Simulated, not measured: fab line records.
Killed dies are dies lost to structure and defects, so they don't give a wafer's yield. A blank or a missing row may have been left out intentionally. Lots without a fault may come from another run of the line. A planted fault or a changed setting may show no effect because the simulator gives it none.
fab line records    flow sky130
record: lots: 6  wafers: 16  last_day: 50
route steps=708 shown FIELD_ISO@6 PAD_OPEN@708
lots with no fault: from the same line, run without faults
start_h: the number of hours between the record's first day and the start of the first shown wafer of the lot    wait_h: how many hours have passed since the lot's step before this one    " unchanged from the row above    L1.1+2: a single row standing in for several wafers    - value missing, or start not given    * or withheld: withheld    < > ~ a bound
route shown NAME@n: names a module that has steps shown in the file, with the first one's number in the route    usual: mean/standard deviation taken from wafers without a fault    same: alike in all rows    chamber/n: place in a boat    sites: the reading at each site    _std_site: standard deviation across them    _edge_site: mean of outer sites minus mean of inner sites    radius_mm: for every site, how far away it sits from the centre of the wafer    mask NAME#n: copy n    behind: the most recent tool/chamber to have shaped the wafer    hold: what put the lot on hold/how long, in hours/how the hold closed    device: names the non-switching transistor (n, p or np)    end of line: the route-end tests of the same wafers    a step with no rows: only its recipe    killed: dies that structure and defects cost at the first sort, which is not the same as the wafer's yield    map: shows each die of a wafer: x if killed, . if not, _ if none is there
set.NAME: the setting as run; set.NAME@STEP: as run at that earlier step    model.NAME: the simulator's own value behind a step, which no gauge read
certain route steps with their lots: each step a table, each wafer a row
services: a tool's chamber out of use, with start hour (start_h, from the record's first day; less than 0 if before it), hours out, and reason
== steps ==
step: SKY_FIELD_ISO_DEHYDRATE_05
recipe: temp_c: 200  time_s: 60
step: SKY_FIELD_ISO_HMDS_06
recipe: prime_time_s: 60  prime_temp_c: 120
step: SKY_FIELD_ISO_COAT_07
recipe: resist: BARC  temp_c: withheld  time_s: withheld  spin_rpm: 3000  resist_thk_nm: 60
step: SKY_FIELD_ISO_COAT_08
recipe: resist: KrF-thick  spin_rpm: 3000  resist_thk_nm: 450
step: SKY_FIELD_ISO_SOFTBAKE_09
recipe: temp_c: 100  time_s: 90  resist: KrF-thick
step: SKY_FIELD_ISO_EXPOSE_10
recipe: mask_id: FOM  na: 0.68  source_shape: annular  sigma_inner: 0.4  sigma_outer: 0.8  target_cd_nm: 150  dose_mj: 28
step: SKY_FIELD_ISO_PEB_11
recipe: peb_temp_c: withheld  peb_time_s: withheld  resist: KrF-thick
step: SKY_FIELD_ISO_DEVELOP_12
recipe: develop_time_s: 60  resist: KrF-thick  dev_temp_c: 21
step: SKY_FIELD_ISO_CD_MEAS_13
recipe: target_cd_nm: 150
usual: cd_nm: 149.9/1.7
lot.wafer  tool       chamber  start_h  wait_h  cd_nm
L381.4     cd_sem-01  -        29.13    -       151.9
L381.5     "          -        "        "       151.4
L381.6     "          -        "        "       150.5
L389.3     cd_sem-02  -        70.20    -       149.1
L389.5     "          -        "        "       149.2
L389.6     "          -        "        "       151.2
L390.1     cd_sem-01  -        83.69    -       153.3
L390.3     "          -        "        "       153.8
L390.6     "          -        "        "       153.1
L392.1     cd_sem-01  -        90.81    -       151.4
L392.2     "          -        "        "       150.2
L392.6     "          -        "        "       149.6
L401.4     cd_sem-02  -        133.32   -       150.0
L401.6     "          -        "        "       149.6
L402.3     cd_sem-01  -        142.38   -       147.3
L402.4     "          -        "        "       148.3
step: SKY_FIELD_ISO_ETCH_14
recipe: chemistry: N2/H2  target: BARC  ion_energy_ev: 200  source_w: 500  bias_w: 100  pressure_mtorr: 30  n2_flow_sccm: 100  h2_flow_sccm: 200  stop_on: SiO2  time_s: 45.9  target_depth_a: 600
usual: drypump_motor_current_A: 5.7/0.34  h2_flow_sccm: 200.1/0.62  oes_product_au: 0.854/0.0046  throttle_valve_pct: 13.225/0.0094
lot.wafer  tool         chamber  start_h  wait_h  drypump_motor_current_A  h2_flow_sccm  oes_product_au  rf_hours_counter_h  throttle_valve_pct
L381.4     rie_diel-02  2        29.19    0.0     5.1                      200.4         0.856           2                   13.234
L381.5     "            0        "        "       5.4                      198.4         0.851           -                   13.227
L381.6     "            3        "        "       5.2                      199.5         0.855           -                   13.227
L389.3     rie_diel-03  2        70.28    0.1     5.7                      199.9         0.845           65                  13.228
L389.5     "            0        "        "       6.0                      199.8         0.852           -                   13.222
L389.6     "            1        "        "       5.5                      200.7         0.853           -                   13.228
L390.1     rie_diel-04  2        83.81    0.1     5.6                      198.8         0.840           0                   13.243
L390.3     "            3        "        "       5.6                      200.1         0.849           44                  13.245
L390.6     "            1        "        "       6.0                      200.9         0.860           -                   13.213
L392.1     rie_diel-02  0        90.93    0.1     5.4                      199.6         0.858           43                  13.223
L392.2     "            3        "        "       5.2                      199.7         0.852           93                  13.223
L392.6     "            1        "        "       6.5                      200.0         0.851           -                   13.245
L401.4     rie_diel-03  2        133.38   0.0     5.6                      199.7         0.852           67                  13.225
L401.6     "            2        "        "       5.7                      200.4         0.853           -                   13.220
L402.3     rie_diel-04  0        142.46   0.1     5.9                      200.2         0.852           8                   13.232
L402.4     "            2        "        "       5.6                      200.7         0.851           1                   13.225
step: SKY_FIELD_ISO_ETCH_15
recipe: chemistry: CHF3/O2  target_depth_nm: 180  stop_on: Si  source_w: 600  bias_w: 200  pressure_mtorr: 40  chf3_flow_sccm: 50  O2_flow_sccm: 5  time_s: 72
usual: drypump_motor_current_A: 5.7/0.34  oes_product_au: 0.949/0.0068  throttle_valve_pct: 8.844/0.0094
lot.wafer  tool         chamber  start_h  wait_h  drypump_motor_current_A  oes_product_au  rf_hours_counter_h  throttle_valve_pct
L381.4     rie_diel-02  2        29.23    0.0     5.1                      0.948           2                   8.841
L381.5     "            0        "        "       5.4                      0.947           -                   8.841
L381.6     "            3        "        "       5.2                      0.949           -                   8.835
L389.3     rie_diel-03  2        70.33    0.0     5.6                      0.951           65                  8.841
L389.5     "            0        "        "       6.0                      0.948           -                   8.847
L389.6     "            1        "        "       5.5                      0.947           -                   8.843
L390.1     rie_diel-04  2        83.86    0.0     5.6                      0.948           0                   8.839
L390.3     "            3        "        "       5.6                      0.945           44                  8.845
L390.6     "            1        "        "       6.1                      0.944           -                   8.838
L392.1     rie_diel-02  0        90.98    0.0     5.4                      0.943           43                  8.852
L392.2     "            3        "        "       5.2                      0.943           93                  8.824
L392.6     "            1        "        "       6.5                      0.949           -                   8.831
L401.4     rie_diel-03  2        133.43   0.0     5.7                      0.940           67                  8.840
L401.6     "            2        "        "       5.7                      0.929           -                   8.831
L402.3     rie_diel-04  0        142.51   0.0     5.8                      0.941           8                   8.858
L402.4     "            2        "        "       5.6                      0.945           2                   8.843
step: SKY_FIELD_ISO_STRIP_16
recipe: chemistry: O2/N2  power_w: 1400  pressure_mtorr: 1500  platen_temp_c: withheld  o2_flow_sccm: 3000  n2_flow_sccm: 300  overash_fraction: 0.5
usual: drypump_motor_current_A: 5.6/0.57  oes_product_au: 0.378/0.0051  strip_time_to_endpoint_s: 3.56/0.031
lot.wafer  tool             chamber  start_h  wait_h  drypump_motor_current_A  oes_product_au  rf_hours_counter_h  strip_time_to_endpoint_s
L381.4     plasma_asher-01  1        29.32    0.1     4.9                      0.374           -                   3.54
L381.5     "                0        "        "       5.8                      0.373           -                   3.53
L381.6     "                1        "        "       4.9                      0.380           -                   3.59
L389.3     plasma_asher-02  1        70.42    0.1     5.7                      0.378           -                   3.59
L389.5     "                1        "        "       5.7                      0.380           -                   3.55
L389.6     "                0        "        "       6.7                      0.370           -                   3.58
L390.1     plasma_asher-04  0        83.91    0.0     5.0                      0.377           26                  3.59
L390.3     "                0        "        "       5.0                      0.370           -                   3.52
L390.6     "                0        "        "       5.0                      0.381           -                   3.56
L392.1     plasma_asher-01  0        91.03    0.0     5.8                      0.381           46                  3.54
L392.2     "                1        "        "       4.9                      0.381           46                  3.56
L392.6     "                1        "        "       4.9                      0.376           -                   3.50
L401.4     plasma_asher-04  0        133.52   0.1     5.0                      0.378           -                   3.58
L401.6     "                1        "        "       5.9                      0.380           -                   3.56
L402.3     plasma_asher-01  0        142.60   0.1     5.7                      0.385           -                   3.56
L402.4     "                1        "        "       4.9                      0.380           -                   3.56
step: SKY_FIELD_ISO_ETCH_17
recipe: target_depth_a: 3420  mask_material: Si3N4  chemistry: HBr/Cl2/O2  target: Si  taper_deg: 5  icp_w: 600  bias_w: 150  pressure_mtorr: 15  HBr_flow_sccm: 150  Cl2_flow_sccm: 40  O2_flow_sccm: 6  time_s: 97.7
usual: drypump_motor_current_A: 5.8/0.39  mfc_cl2_sccm: 39.99/0.11  oes_product_au: 1.003/0.0091  throttle_valve_pct: 25.653/0.01
lot.wafer  tool       chamber  start_h  wait_h  drypump_motor_current_A  mfc_cl2_sccm  oes_product_au  rf_hours_counter_h  throttle_valve_pct  model.etch.depth_nm  model.FIELD_ISO.feature_depth_nm  model.Si3N4_of_FIELD_ISO_CVD_03.thk_nm
L381.4     rie_si-01  0        29.39    0.0     6.5                      40.01         1.009           2                   25.658              343.9                343.9                             150.1
L381.5     "          2        "        "       5.6                      39.92         1.010           -                   25.657              344                  344                               151
L381.6     "          1        "        "       6.0                      39.92         1.015           -                   25.646              352.5                352.5                             150.1
L389.3     rie_si-01  1        70.48    0.0     6.0                      39.83         1.011           134                 25.657              348.3                348.3                             150.1
L389.5     "          0        "        "       6.5                      39.94         0.991           -                   25.670              341.3                341.3                             152.9
L389.6     "          3        "        "       5.6                      40.07         0.993           -                   25.664              338.8                338.8                             150.4
L390.1     rie_si-02  0        84.01    0.1     5.6                      40.02         0.995           45                  25.656              341.1                341.1                             150.8
L390.3     "          2        "        "       6.2                      39.94         1.003           52                  25.661              343.5                343.5                             150.9
L390.6     "          0        "        "       5.6                      39.81         0.994           -                   25.667              337.2                337.2                             149.9
L392.1     rie_si-02  1        91.13    0.1     5.3                      40.25         1.012           91                  25.652              343.6                343.6                             151.2
L392.2     "          0        "        "       5.6                      39.98         0.983           45                  25.670              338.9                338.9                             150
L392.6     "          1        "        "       5.3                      40.03         1.004           -                   25.649              343.3                343.3                             150.9
L401.4     rie_si-02  3        133.58   0.0     5.4                      39.97         0.819           121                 25.785              245.8                245.8                             151.9
L401.6     "          1        "        "       5.3                      40.01         0.824           -                   25.773              246.9                246.9                             151
L402.3     rie_si-02  0        142.66   0.0     5.6                      39.86         0.984           45                  25.659              336.8                336.8                             148.5
L402.4     "          2        "        "       6.2                      40.13         0.818           52                  25.772              245.8                245.8                             152.8
step: SKY_FIELD_ISO_WET_ETCH_18
recipe: chemistry: H3PO4  target_depth_nm: 25  temp_c: 160  target: Si3N4  time_s: 286
step: SKY_FIELD_ISO_CLEAN_19
recipe: chemistry: SC1/SC2  mix: 1:4:20  temp_c: 70  time_s: 150
step: SKY_FIELD_ISO_CLEAN_20
recipe: chemistry: dHF  time_s: 20  dilution: 100:1
step: SKY_FIELD_ISO_WET_ETCH_21
recipe: chemistry: dHF  dilution: 100:1  target_depth_nm: 20  dry: ipa_marangoni  target: SiO2  temp_c: 25  time_s: 400
step: SKY_FIELD_ISO_OXIDATION_22
recipe: temp_c: 950  ambient: O2  stabilise_s: 600  purge_s: 300  target_thk_a: 100  ox_time_s: 623
step: SKY_FIELD_ISO_THK_MEAS_23
recipe: reads: SiO2_of_FIELD_ISO_OXIDATION_22
usual: FIELD_ISO_OXIDATION_01_THK: 10.05/0.18
lot.wafer  tool           chamber  start_h  wait_h  FIELD_ISO_OXIDATION_01_THK[nm]
L381.4     film_metro-04  -        34.65    0.0     10.13
L381.5     "              -        "        "       10.05
L381.6     "              -        "        "       9.91
L389.3     film_metro-04  -        77.45    0.0     10.12
L389.5     "              -        "        "       10.19
L389.6     "              -        "        "       10.07
L390.1     film_metro-02  -        85.96    0.0     9.96
L390.3     "              -        "        "       9.71
L390.6     "              -        "        "       9.86
L392.1     film_metro-03  -        92.67    0.0     10.04
L392.2     "              -        "        "       10.36
L392.6     "              -        "        "       10.26
L401.4     film_metro-04  -        135.13   0.0     9.86
L401.6     "              -        "        "       9.74
L402.3     film_metro-04  -        145.56   0.0     10.39
L402.4     "              -        "        "       10.32
step: SKY_FIELD_ISO_CVD_24
recipe: material: SiO2  target_thk_nm: 595  temp_c: 650  sigma_open_frac: 0.3  time_s: 99.2  sih4_flow_sccm: 60  pressure_mtorr: 6
step: SKY_FIELD_ISO_THK_MEAS_25
recipe: reads: SiO2_of_FIELD_ISO_CVD_24
usual: FIELD_ISO_CVD_24_THK: 595/7.8
lot.wafer  tool           chamber  start_h  wait_h  FIELD_ISO_CVD_24_THK[nm]
L381.4     film_metro-02  -        34.78    0.0     604
L381.5     "              -        "        "       603
L381.6     "              -        "        "       600
L389.3     film_metro-02  -        77.66    0.1     594
L389.5     "              -        "        "       597
L389.6     "              -        "        "       597
L390.1     film_metro-04  -        86.09    0.0     600
L390.3     "              -        "        "       592
L390.6     "              -        "        "       597
L392.1     film_metro-04  -        92.80    0.0     596
L392.2     "              -        "        "       601
L392.6     "              -        "        "       594
L401.4     film_metro-03  -        135.26   0.0     598
L401.6     "              -        "        "       601
L402.3     film_metro-02  -        145.69   0.1     606
L402.4     "              -        "        "       595
step: SKY_FIELD_ISO_ANNEAL_26
recipe: temp_c: 1000  time_s: 1800  ambient: N2
step: SKY_FIELD_ISO_CMP_27
recipe: stop_on: Si3N4  t_overpolish_s: 16  down_force_psi: 4  platen_rpm: 60  target_thk_nm: 457.8  pad_velocity_m_s: 0.94248
usual: motor_current_A: 12.0/1.3  overpolish_run_s: 16.000/0.0099  retaining_ring_pressure_frac: 1.000/0.0051  slurry_flow_ml_min: 150.0/0.48  time_to_endpoint_s: 112/3.4
lot.wafer  tool    chamber  start_h  wait_h  motor_current_A  overpolish_run_s  retaining_ring_pressure_frac  slurry_flow_ml_min  time_to_endpoint_s
L381.4     cmp-01  3        40.38    0.1     13.5             15.995            1.003                         150.6               112
L381.5     "       1        "        "       14.0             15.986            0.994                         150.7               113
L381.6     "       2        "        "       11.9             15.998            1.001                         150.1               111
L389.3     cmp-01  1        82.59    0.3     13.5             15.990            0.990                         149.7               111
L389.6     "       1        "        "       13.3             15.991            1.003                         151.5               112
L389.5     "       2        "        "       12.3             15.993            0.998                         150.6               111
L390.1     cmp-02  0        88.98    0.0     11.7             16.001            0.990                         150.6               111
L390.3     "       1        "        "       11.2             15.998            1.001                         149.6               111
L390.6     "       1        "        "       11.4             16.002            0.994                         150.1               109
L392.1     cmp-01  3        94.36    0.0     14.6             15.989            1.001                         149.7               106
L392.2     "       0        "        "       9.9              15.988            0.998                         149.5               113
L392.6     "       3        "        "       13.6             16.001            1.000                         150.1               108
L401.4     cmp-02  3        136.89   0.1     13.0             15.984            0.996                         149.8               117
L401.6     "       1        "        "       11.1             16.004            1.008                         150.5               116
L402.4     cmp-02  2        147.29   0.1     10.1             15.994            0.998                         149.8               110
L402.3     "       3        "        "       12.6             15.995            0.993                         149.5               113
step: SKY_FIELD_ISO_WET_ETCH_28
recipe: chemistry: dHF  target_depth_nm: 23.7  target: SiO2  dilution: 10:1  temp_c: 25  time_s: 47
lot.wafer  tool          chamber  start_h  wait_h  model.Si3N4_of_FIELD_ISO_CVD_03.thk_nm
L381.4+6   wet_bench-03  1        40.58    0.1     119.1
L381.5     "             1        "        "       119.9
L389.3     wet_bench-04  3        82.92    0.3     118.9
L389.5     "             3        "        "       122
L389.6     "             3        "        "       119.4
L390.1     wet_bench-03  3        89.28    0.2     119.9
L390.3     "             3        "        "       120
L390.6     "             3        "        "       118.9
L392.1     wet_bench-04  2        94.66    0.2     119.7
L392.2     "             2        "        "       118.3
L392.6     "             2        "        "       119.1
L401.4     wet_bench-02  1        137.09   0.1     121.3
L401.6     "             1        "        "       120.3
L402.3     wet_bench-04  3        147.56   0.2     116.9
L402.4     "             3        "        "       121.2
step: SKY_FIELD_ISO_WET_ETCH_29
recipe: chemistry: H3PO4  target_depth_nm: 160  target: Si3N4  temp_c: 160  time_s: 1825
step: SKY_PAD_OPEN_PROBE_99
usual: killed_at_M0_to_M3: 44/6.5  killed_at_M4_up: 3.3/1.9  killed_at_contacts: 24/5.3  killed_at_front_end: 15/4.5  killed_at_other: 0.3/0.58  killed_dies: 87/9.3  killed_on_rim: 17/4.2  killed_open: 48/6.6  killed_short: 39/6.1
same: gross_dies: 492  killed_at_back_side: 0
lot.wafer  tool       chamber  start_h  wait_h  killed_at_M0_to_M3  killed_at_M4_up  killed_at_contacts  killed_at_front_end  killed_at_other  killed_dies  killed_on_rim  killed_open  killed_short  model.etest.res_p_drift_20v.line_ohm_um  model.etest.res_p_drift_20v.rs_ohm_sq  model.etest.pfet_16v.r_on_ohm_um  model.etest.res_iso_pwell.rs_ohm_sq  model.etest.res_iso_pwell.line_ohm_um  model.etest.res_nwell.line_ohm_um  model.etest.res_nwell.rs_ohm_sq  model.etest.cap_poly_to_well.c_af_um2
L381.4     prober-02  -        1086.12  0.2     49                  3                34                  20                   0                106          22             60           46            1.097e+04                                9130                                   1.532e+04                         2896                                 1094                                   1068                               904.1                            91.7
L381.5     prober-02  -        1086.17  0.2     35                  3                31                  14                   1                84           17             40           44            1.126e+04                                9292                                   1.534e+04                         2960                                 1115                                   1076                               919.9                            90.07
L381.6     prober-02  -        1086.22  0.2     49                  3                24                  18                   0                94           14             52           42            1.152e+04                                9634                                   1.551e+04                         3052                                 1156                                   1071                               926.4                            91.42
L389.3     prober-02  -        1133.93  0.2     40                  1                20                  12                   0                73           14             37           36            1.2e+04                                  9986                                   1.577e+04                         3282                                 1241                                   1175                               994.7                            93.07
L389.5     prober-02  -        1134.03  0.2     29                  6                15                  20                   0                70           11             39           31            1.182e+04                                9731                                   1.548e+04                         3182                                 1223                                   1182                               966.1                            93.94
L389.6     prober-02  -        1134.08  0.2     49                  3                29                  13                   0                94           22             57           37            1.129e+04                                9321                                   1.525e+04                         3008                                 1147                                   1135                               944.7                            91.22
L390.1     prober-01  -        1140.68  0.1     49                  4                26                  14                   0                93           14             47           46            1.119e+04                                9209                                   1.484e+04                         3140                                 1182                                   1090                               924.8                            94.27
L390.3     prober-01  -        1140.78  0.2     42                  3                25                  11                   0                81           13             39           42            1.125e+04                                9506                                   1.497e+04                         3261                                 1234                                   1119                               936.2                            91.72
L390.6     prober-01  -        1140.93  0.2     46                  2                30                  12                   0                90           19             56           34            1.087e+04                                9072                                   1.464e+04                         3041                                 1149                                   1072                               910.6                            93.88
L392.1     prober-01  -        1143.99  0.1     37                  2                21                  15                   0                75           14             42           33            1.158e+04                                9676                                   1.533e+04                         3273                                 1224                                   1229                               1021                             88.41
L392.2     prober-01  -        1144.04  0.1     58                  6                23                  10                   0                97           14             56           41            1.123e+04                                9347                                   1.5e+04                           3112                                 1178                                   1178                               997.7                            90.07
L392.6     prober-01  -        1144.24  0.2     39                  4                31                  18                   0                92           16             51           41            1.185e+04                                9724                                   1.525e+04                         3301                                 1245                                   1219                               1023                             90.09
L401.4     prober-01  -        1187.45  0.2     35                  4                27                  13                   1                80           16             40           40            8170                                     6855                                   1.297e+04                         1941                                 729.2                                  942                                754.2                            121.2
L401.6     prober-01  -        1187.55  0.2     30                  4                26                  12                   0                72           8              34           38            8201                                     6800                                   1.298e+04                         1930                                 726                                    920.5                              758.9                            121.9
L402.3     prober-01  -        1192.74  0.2     35                  5                17                  17                   1                75           16             47           28            1.063e+04                                8890                                   1.48e+04                          2730                                 1015                                   1098                               908.7                            92.44
L402.4     prober-01  -        1192.79  0.2     40                  5                29                  8                    0                82           12             50           32            8105                                     6732                                   1.297e+04                         1918                                 722                                    901.7                              738                              123.4
killed by level:class
L381.4 LI_CONTACT:geometric_particle:open=14 VIA2:geometric_particle:open=8 VIA3:geometric_particle:open=7 CONTACT:geometric_particle:short=7 VIA1:geometric_particle:open=7 POLY_GATE:geometric_particle:short=6 METAL2:geometric_particle:open=5 CONTACT:geometric_particle:open=5
L381.5 CONTACT:geometric_particle:open=11 VIA1:geometric_particle:open=9 LOCAL_INTERCONNECT:geometric_particle:short=7 METAL2:geometric_particle:short=7 VIA2:geometric_particle:open=7 CONTACT:geometric_particle:short=5 POLY_GATE:geometric_particle:short=4 FIELD_ISO:geometric_particle:open=3
L381.6 CONTACT:geometric_particle:open=10 VIA1:geometric_particle:short=8 VIA1:geometric_particle:open=8 VIA2:geometric_particle:open=7 METAL2:geometric_particle:short=6 FIELD_ISO:geometric_particle:open=5 LOCAL_INTERCONNECT:geometric_particle:short=5 FIELD_ISO:geometric_particle:short=5
L389.3 VIA1:geometric_particle:open=9 METAL2:geometric_particle:short=8 VIA2:geometric_particle:open=7 LOCAL_INTERCONNECT:geometric_particle:short=6 LI_CONTACT:geometric_particle:open=5 VIA3:geometric_particle:open=5 CONTACT:geometric_particle:open=4 CONTACT:geometric_particle:short=4
L389.5 FIELD_ISO:geometric_particle:open=8 LI_CONTACT:geometric_particle:open=7 METAL1:geometric_particle:short=6 CONTACT:geometric_particle:open=5 POLY_GATE:geometric_particle:open=4 VIA2:geometric_particle:open=4 VIA1:geometric_particle:open=4 METAL2:geometric_particle:short=4
L389.6 VIA1:geometric_particle:open=16 CONTACT:geometric_particle:open=12 LOCAL_INTERCONNECT:geometric_particle:short=7 VIA3:geometric_particle:open=7 VIA1:geometric_particle:short=6 METAL2:geometric_particle:short=6 VIA2:geometric_particle:open=5 POLY_GATE:geometric_particle:short=4
L390.1 LI_CONTACT:geometric_particle:open=10 FIELD_ISO:geometric_particle:open=9 VIA1:geometric_particle:open=9 METAL1:geometric_particle:short=6 VIA2:geometric_particle:short=6 CONTACT:geometric_particle:short=5 VIA1:geometric_particle:short=5 METAL2:geometric_particle:short=5
L390.3 VIA1:geometric_particle:short=9 VIA1:geometric_particle:open=7 VIA2:geometric_particle:open=7 CONTACT:geometric_particle:open=6 LI_CONTACT:geometric_particle:open=5 LI_CONTACT:geometric_particle:short=5 CONTACT:geometric_particle:short=5 FIELD_ISO:geometric_particle:short=3
L390.6 CONTACT:geometric_particle:open=13 VIA1:geometric_particle:open=11 LI_CONTACT:geometric_particle:open=9 VIA1:geometric_particle:short=7 METAL1:geometric_particle:short=6 VIA2:geometric_particle:open=5 METAL2:geometric_particle:short=4 METAL1:geometric_particle:open=4
L392.1 VIA2:geometric_particle:open=10 LI_CONTACT:geometric_particle:open=6 CONTACT:geometric_particle:open=6 CONTACT:geometric_particle:short=6 VIA3:geometric_particle:open=6 METAL2:geometric_particle:short=5 FIELD_ISO:geometric_particle:short=4 VIA1:geometric_particle:open=4
L392.2 VIA1:geometric_particle:open=15 VIA2:geometric_particle:open=10 VIA3:geometric_particle:open=9 CONTACT:geometric_particle:open=9 METAL2:geometric_particle:short=7 LI_CONTACT:geometric_particle:open=5 CONTACT:geometric_particle:short=5 METAL3:geometric_particle:short=5
L392.6 VIA1:geometric_particle:open=14 LI_CONTACT:geometric_particle:open=10 CONTACT:geometric_particle:open=8 METAL2:geometric_particle:short=6 FIELD_ISO:geometric_particle:short=5 LOCAL_INTERCONNECT:geometric_particle:short=5 SPACER:geometric_particle:short=4 VIA2:geometric_particle:open=4
L401.4 VIA1:geometric_particle:open=11 LOCAL_INTERCONNECT:geometric_particle:short=9 METAL2:geometric_particle:short=6 LI_CONTACT:geometric_particle:open=6 CONTACT:geometric_particle:open=6 CONTACT:geometric_particle:short=5 FIELD_ISO:geometric_particle:short=4 METAL1:geometric_particle:short=3
L401.6 LI_CONTACT:geometric_particle:open=9 VIA3:geometric_particle:open=7 CONTACT:geometric_particle:open=7 LOCAL_INTERCONNECT:geometric_particle:short=6 METAL1:geometric_particle:short=6 METAL4:geometric_particle:short=4 VIA1:geometric_particle:open=4 METAL2:geometric_particle:short=4
L402.3 VIA1:geometric_particle:open=10 POLY_GATE:geometric_particle:open=7 CONTACT:geometric_particle:open=7 VIA1:geometric_particle:short=5 VIA3:geometric_particle:open=5 FIELD_ISO:geometric_particle:open=4 LI_CONTACT:geometric_particle:open=3 LOCAL_INTERCONNECT:geometric_particle:short=3
L402.4 CONTACT:geometric_particle:open=16 VIA1:geometric_particle:open=10 LI_CONTACT:geometric_particle:open=6 VIA3:geometric_particle:open=5 CONTACT:geometric_particle:short=4 METAL2:geometric_particle:short=4 VIA2:geometric_particle:open=4 METAL3:geometric_particle:short=4
== services ==
tool             chamber  start_h  hours  kind
rie_diel-02      0        8.26     4.1    repair
rie_diel-04      -        18.13    4.0    pm
rie_diel-04      0        22.42    2.7    repair
cmp-02           -        25.11    0.7    repair
wet_bench-02     -        25.74    1.9    pm
plasma_asher-04  -        32.29    0.6    repair
rie_diel-04      0        46.09    7.0    repair
rie_diel-04      3        46.35    16.3   repair
cmp-02           -        51.69    1.5    repair
plasma_asher-01  -        56.42    0.6    repair
cmp-01           -        64.24    4.0    pm
plasma_asher-04  -        70.29    3.5    repair
plasma_asher-04  -        73.01    2.0    repair
cmp-02           -        74.82    10.5   pm
plasma_asher-01  -        91.38    0.6    repair
cmp-02           -        93.29    5.1    pm
plasma_asher-04  -        103.70   2.8    pm
plasma_asher-02  -        108.75   9.0    pm
rie_diel-02      1        117.41   6.2    repair
rie_diel-02      3        125.34   4.3    repair
cmp-01           -        129.56   8.5    pm
rie_diel-02      1        144.04   -      clean
rie_si-01        1        145.23   3.6    repair
cmp-01           -        145.81   0.9    repair
== key ==
first_sign: step: SKY_FIELD_ISO_ETCH_17  reading: oes_product_au  direction: down  sigmas: 20  usual: 1.003  struck: 0.820
effect: step: SKY_FIELD_ISO_ETCH_17  reading: throttle_valve_pct  direction: up  sigmas: 12  usual: 25.653  struck: 25.777
model_effect: step: SKY_FIELD_ISO_ETCH_17  value: etch.depth_nm  without: 341.3  struck: 246.2
model_effect: step: SKY_FIELD_ISO_WET_ETCH_28  value: Si3N4_of_FIELD_ISO_CVD_03.thk_nm  without: 116.7  struck: 120.9
model_effect: step: SKY_PAD_OPEN_PROBE_99  value: etest.res_p_drift_20v.line_ohm_um  without: 1.136e+04  struck: 8159
met_at SKY_FIELD_ISO_ETCH_17
struck_wafers L401.4,L401.6,L402.4
tester_left_out L401,L402
onset_between 91.13 133.58
fault: kind: process_parameter_drift  tool: rie_si-02  chamber: -  onset_h: 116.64  steps: SKY_FIELD_ISO_ETCH_17  channel: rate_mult  offset: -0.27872  shape: step  end_h: 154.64  scope: struck_wafers_only
tester_left_out: of these lots the tester's yield and bins aren't shown, on N5 and GAA mostly nor the transistor test; their killed dies are dies lost to structure and defects alone, not to doping, threshold or leakage, so they don't give the yield
